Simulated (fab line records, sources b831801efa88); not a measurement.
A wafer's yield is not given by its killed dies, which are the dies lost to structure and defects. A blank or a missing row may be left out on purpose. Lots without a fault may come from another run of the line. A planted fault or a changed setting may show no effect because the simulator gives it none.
The tool behind it: which one? :: flow gf180mcu :: 33 wafers from 11 lots sampled at 6 of the route's 602 steps

== WHAT EACH GAUGE READ, for each wafer ==
GF_PSD_TW_MEAS_11. Usual: PSD_TW 3173, standard deviation 21.
lot: L835
measured: day 14 00:43
on: filmMetro-04
PSD_TW: 3168 3164 3155
flag: 

lot: L836
measured: day 14 14:50
on: filmMetro-04
PSD_TW: 3179 3160 3148
flag: 

lot: L837
measured: day 14 23:09
on: filmMetro-01
PSD_TW: 3187 3180 3179
flag: 

lot: L839
measured: day 15 16:47
on: filmMetro-04
PSD_TW: 3152 3158 3171
flag: 

lot: L840
measured: day 15 22:01
on: filmMetro-04
PSD_TW: 3160 3168 3177
flag: 

lot: L841
measured: day 16 01:53
on: filmMetro-03
PSD_TW: 3215 3223 3206
flag: 

lot: L843
measured: day 16 23:06
on: filmMetro-04
PSD_TW: 3161 3147 3135
flag: 

lot: L844
measured: day 17 05:55
on: filmMetro-01
PSD_TW: 3181 3162 3166
flag: 

lot: L847
measured: day 18 10:54
on: filmMetro-01
PSD_TW: 3172 3150 3142
flag: 

lot: L855
measured: day 21 01:39
on: filmMetro-04
PSD_TW: 3015 3027 3024
flag: OFF

lot: L857
measured: day 21 23:37
on: filmMetro-01
PSD_TW: 2990 2996 2981
flag: OFF

GF_PSD_RS_MEAS_15: uses a four-point probe to measure. Usual: PSD_RS 108.67 ohm/sq, standard deviation 0.28.
lot: L835
measured: day 14 01:04
on: filmMetro-01
PSD_RS (ohm/sq): 108.16 108.49 108.38
flag: 

lot: L836
measured: day 14 15:11
on: filmMetro-03
PSD_RS (ohm/sq): 108.38 108.73 108.54
flag: 

lot: L837
measured: day 14 23:29
on: filmMetro-03
PSD_RS (ohm/sq): 108.56 108.32 108.46
flag: 

lot: L839
measured: day 15 17:07
on: filmMetro-03
PSD_RS (ohm/sq): 108.29 108.48 108.47
flag: 

lot: L840
measured: day 15 22:23
on: filmMetro-01
PSD_RS (ohm/sq): 108.32 108.08 108.51
flag: 

lot: L841
measured: day 16 02:17
on: filmMetro-04
PSD_RS (ohm/sq): 108.66 108.78 108.37
flag: 

lot: L843
measured: day 16 23:31
on: filmMetro-03
PSD_RS (ohm/sq): 108.92 108.96 108.70
flag: 

lot: L844
measured: day 17 06:14
on: filmMetro-04
PSD_RS (ohm/sq): 108.64 108.76 108.97
flag: 

lot: L847
measured: day 18 11:13
on: filmMetro-03
PSD_RS (ohm/sq): 108.70 108.09 108.53
flag: 

lot: L855
measured: day 21 02:00
on: filmMetro-03
PSD_RS (ohm/sq): 121.59 121.04 121.45
flag: OFF

lot: L857
measured: day 21 23:56
on: filmMetro-04
PSD_RS (ohm/sq): 121.73 122.06 121.92
flag: OFF

GF_M1_OVL_MEAS_15. Usual: M1_OVL 0 nm, standard deviation 6.3.
lot: L835
measured: day 16 19:55
on: overlay-01
M1_OVL (nm): -1 -3 -9
flag: 

lot: L836
measured: day 17 10:17
on: overlay-02
M1_OVL (nm): 8 -3 -3
flag: 

lot: L837
measured: day 17 20:22
on: overlay-02
M1_OVL (nm): -7 -9 -2
flag: 

lot: L839
measured: day 18 16:24
on: overlay-02
M1_OVL (nm): -7 5 1
flag: 

lot: L840
measured: day 18 22:41
on: overlay-01
M1_OVL (nm): 10 16 8
flag: 

lot: L841
measured: day 19 01:25
on: overlay-01
M1_OVL (nm): -2 0 1
flag: 

lot: L843
measured: day 20 01:34
on: overlay-01
M1_OVL (nm): 6 11 13
flag: 

lot: L844
measured: day 20 08:19
on: overlay-01
M1_OVL (nm): 10 4 5
flag: 

lot: L847
measured: day 21 15:27
on: overlay-02
M1_OVL (nm): -12 -6 0
flag: 

lot: L855
measured: day 24 04:31
on: overlay-01
M1_OVL (nm): 3 7 -9
flag: 

lot: L857
measured: day 25 00:39
on: overlay-02
M1_OVL (nm): 7 12 3
flag: 

== EACH LOT AND THE TOOL THAT RAN IT (in order: tool; ch and the chambers of the sampled wafers; start) ==
lot: L835
GF_PSD_IMPLANT_09: implanter-03 ch 0, day 14 00:31
GF_PSD_STRIP_10: plasmaAsher-01 ch 0,1, day 14 00:38
GF_SALICIDE_RTA_08: rtpAnneal-01 ch 0, day 14 22:25

lot: L836
GF_PSD_IMPLANT_09: implanter-03 ch 0, day 14 14:38
GF_PSD_STRIP_10: plasmaAsher-04 ch 0,1, day 14 14:44
GF_SALICIDE_RTA_08: rtpAnneal-02 ch 0, day 15 13:01

lot: L837
GF_PSD_IMPLANT_09: implanter-03 ch 0, day 14 22:55
GF_PSD_STRIP_10: plasmaAsher-01 ch 0,1, day 14 23:02
GF_SALICIDE_RTA_08: rtpAnneal-01 ch 0, day 15 21:56

lot: L839
GF_PSD_IMPLANT_09: implanter-02 ch 0, day 15 16:32
GF_PSD_STRIP_10: plasmaAsher-02 ch 0,1, day 15 16:41
GF_SALICIDE_RTA_08: rtpAnneal-01 ch 0, day 16 15:37

lot: L840
GF_PSD_IMPLANT_09: implanter-01 ch 0, day 15 21:47
GF_PSD_STRIP_10: plasmaAsher-01 ch 1, day 15 21:55
GF_SALICIDE_RTA_08: rtpAnneal-02 ch 0, day 16 21:06

lot: L841
GF_PSD_IMPLANT_09: implanter-01 ch 0, day 16 01:38
GF_PSD_STRIP_10: plasmaAsher-01 ch 0,1, day 16 01:47
GF_SALICIDE_RTA_08: rtpAnneal-02 ch 0, day 17 00:46

lot: L843
GF_PSD_IMPLANT_09: implanter-02 ch 0, day 16 22:52
GF_PSD_STRIP_10: plasmaAsher-01 ch 0,1, day 16 22:59
GF_SALICIDE_RTA_08: rtpAnneal-02 ch 0, day 17 23:08

lot: L844
GF_PSD_IMPLANT_09: implanter-01 ch 0, day 17 05:40
GF_PSD_STRIP_10: plasmaAsher-02 ch 0,1, day 17 05:49
GF_SALICIDE_RTA_08: rtpAnneal-02 ch 0, day 18 06:02

lot: L847
GF_PSD_IMPLANT_09: implanter-02 ch 0, day 18 10:39
GF_PSD_STRIP_10: plasmaAsher-02 ch 0,1, day 18 10:48
GF_SALICIDE_RTA_08: rtpAnneal-01 ch 0, day 19 12:05

lot: L855
GF_PSD_IMPLANT_09: implanter-03 ch 0, day 21 01:24
GF_PSD_STRIP_10: plasmaAsher-02 ch 0,1, day 21 01:33
GF_SALICIDE_RTA_08: rtpAnneal-02 ch 0, day 22 02:47

lot: L857
GF_PSD_IMPLANT_09: implanter-03 ch 0, day 21 23:22
GF_PSD_STRIP_10: plasmaAsher-02 ch 0,1, day 21 23:30
GF_SALICIDE_RTA_08: rtpAnneal-02 ch 0, day 23 00:31
- GF_PSD_IMPLANT_09
- GF_PSD_STRIP_10: strips in O2/N2.
- GF_SALICIDE_RTA_08: time 30 s.

== WHAT THE TOOLS THEMSELVES READ (means of the sampled wafers that have a number; where no wafer has one, the mark that the record gives instead) ==
GF_PSD_IMPLANT_09. Usual: beamOnS 9.98 s, standard deviation 0.2; faradayCurrentUA 8267, standard deviation 160.
lot: L835
tool: implanter-03
beamOnS (s): 9.90
faradayCurrentUA: 8311
flag: 

lot: L836
tool: implanter-03
beamOnS (s): 9.93
faradayCurrentUA: 8294
flag: 

lot: L837
tool: implanter-03
beamOnS (s): 9.73
faradayCurrentUA: 8464
flag: 

lot: L839
tool: implanter-02
beamOnS (s): 10.09
faradayCurrentUA: 8185
flag: 

lot: L840
tool: implanter-01
beamOnS (s): 10.20
faradayCurrentUA: 8071
flag: 

lot: L841
tool: implanter-01
beamOnS (s): 9.89
faradayCurrentUA: 8331
flag: 

lot: L843
tool: implanter-02
beamOnS (s): 9.84
faradayCurrentUA: 8392
flag: 

lot: L844
tool: implanter-01
beamOnS (s): 10.09
faradayCurrentUA: 8196
flag: 

lot: L847
tool: implanter-02
beamOnS (s): 9.98
faradayCurrentUA: 8262
flag: 

lot: L855
tool: implanter-03
beamOnS (s): 7.95
faradayCurrentUA: 10344
flag: OFF

lot: L857
tool: implanter-03
beamOnS (s): 7.68
faradayCurrentUA: 10700
flag: OFF

GF_PSD_STRIP_10. Usual: drypumpMotorCurrentA 5.9 A, standard deviation 0.31; heaterPowerW 354 W, standard deviation 27; oesProductAu 0.592 a.u., standard deviation 0.0045; stripTimeToEndpointS 16.55 s, standard deviation 0.046.
lot: L835
tool: plasmaAsher-01
drypumpMotorCurrentA (A): 5.5
heaterPowerW (W): 352
oesProductAu (a.u.): 0.596
stripTimeToEndpointS (s): 16.50
flag: 

lot: L836
tool: plasmaAsher-04
drypumpMotorCurrentA (A): 6.1
heaterPowerW (W): 359
oesProductAu (a.u.): 0.590
stripTimeToEndpointS (s): 16.55
flag: 

lot: L837
tool: plasmaAsher-01
drypumpMotorCurrentA (A): 5.5
heaterPowerW (W): 355
oesProductAu (a.u.): 0.589
stripTimeToEndpointS (s): 16.53
flag: 

lot: L839
tool: plasmaAsher-02
drypumpMotorCurrentA (A): 6.1
heaterPowerW (W): 352
oesProductAu (a.u.): 0.592
stripTimeToEndpointS (s): 16.58
flag: 

lot: L840
tool: plasmaAsher-01
drypumpMotorCurrentA (A): 5.3
heaterPowerW (W): 336
oesProductAu (a.u.): 0.599
stripTimeToEndpointS (s): 16.52
flag: 

lot: L841
tool: plasmaAsher-01
drypumpMotorCurrentA (A): 5.6
heaterPowerW (W): 361
oesProductAu (a.u.): 0.588
stripTimeToEndpointS (s): 16.55
flag: 

lot: L843
tool: plasmaAsher-01
drypumpMotorCurrentA (A): 5.7
heaterPowerW (W): 361
oesProductAu (a.u.): 0.594
stripTimeToEndpointS (s): 16.49
flag: 

lot: L844
tool: plasmaAsher-02
drypumpMotorCurrentA (A): 6.1
heaterPowerW (W): 352
oesProductAu (a.u.): 0.593
stripTimeToEndpointS (s): 16.62
flag: 

lot: L847
tool: plasmaAsher-02
drypumpMotorCurrentA (A): 6.1
heaterPowerW (W): 360
oesProductAu (a.u.): 0.587
stripTimeToEndpointS (s): 16.49
flag: 

lot: L855
tool: plasmaAsher-02
drypumpMotorCurrentA (A): 6.1
heaterPowerW (W): 329
oesProductAu (a.u.): 0.610
stripTimeToEndpointS (s): 15.79
flag: OFF

lot: L857
tool: plasmaAsher-02
drypumpMotorCurrentA (A): 6.1
heaterPowerW (W): 333
oesProductAu (a.u.): 0.608
stripTimeToEndpointS (s): 15.80
flag: OFF

GF_SALICIDE_RTA_08. Usual: lampPowerPct 16.5 %, standard deviation 0.96; wafer_temp_C_max 804.3, standard deviation 0.88.
lot: L835
tool: rtpAnneal-01
lampPowerPct (%): 18.0
wafer_temp_C_max: 804.2
flag: 

lot: L836
tool: rtpAnneal-02
lampPowerPct (%): 15.9
wafer_temp_C_max: 804.1
flag: 

lot: L837
tool: rtpAnneal-01
lampPowerPct (%): 18.0
wafer_temp_C_max: 804.8
flag: 

lot: L839
tool: rtpAnneal-01
lampPowerPct (%): 18.0
wafer_temp_C_max: 804.5
flag: 

lot: L840
tool: rtpAnneal-02
lampPowerPct (%): 15.9
wafer_temp_C_max: 804.7
flag: 

lot: L841
tool: rtpAnneal-02
lampPowerPct (%): 15.9
wafer_temp_C_max: 803.3
flag: 

lot: L843
tool: rtpAnneal-02
lampPowerPct (%): 15.9
wafer_temp_C_max: 804.1
flag: 

lot: L844
tool: rtpAnneal-02
lampPowerPct (%): 15.9
wafer_temp_C_max: 804.2
flag: 

lot: L847
tool: rtpAnneal-01
lampPowerPct (%): 18.0
wafer_temp_C_max: 803.8
flag: 

lot: L855
tool: rtpAnneal-02
lampPowerPct (%): 15.9
wafer_temp_C_max: 804.3
flag: 

lot: L857
tool: rtpAnneal-02
lampPowerPct (%): 15.9
wafer_temp_C_max: 803.9
flag: 

== THE ANSWER, worked out from the rows above alone ==
Rule: a lot is off if the mean of its wafers that have a number lies more than 3 standard deviations from the usual mean. A lot without any number at a reading at which 4 lots or more have one is off too. The other lots that the step has rows for count as sound. The gauges are gone through in route order, then the tools' own readings, and for those a lot's mean is taken as printed above. At the first step where some lot is off, the reading lying furthest off is the one used; lots without a number count as furthest.
Off: L855, L857, seen at GF_PSD_TW_MEAS_11 (PSD_TW).
If a tool, at a process step before that reading, ran all the lots that are off and no sound lot after the first of them, it fits. Not tried: the gauges at GF_PSD_TW_MEAS_11; whatever is off there is also off at GF_PSD_IMPLANT_09, on other tools, and gauge error can't account for it. Undecided on this evidence; 2 tools fit (implanter-03 at GF_PSD_IMPLANT_09, plasmaAsher-02 at GF_PSD_STRIP_10).

== WHAT THE SIMULATOR HAD PUT IN ==
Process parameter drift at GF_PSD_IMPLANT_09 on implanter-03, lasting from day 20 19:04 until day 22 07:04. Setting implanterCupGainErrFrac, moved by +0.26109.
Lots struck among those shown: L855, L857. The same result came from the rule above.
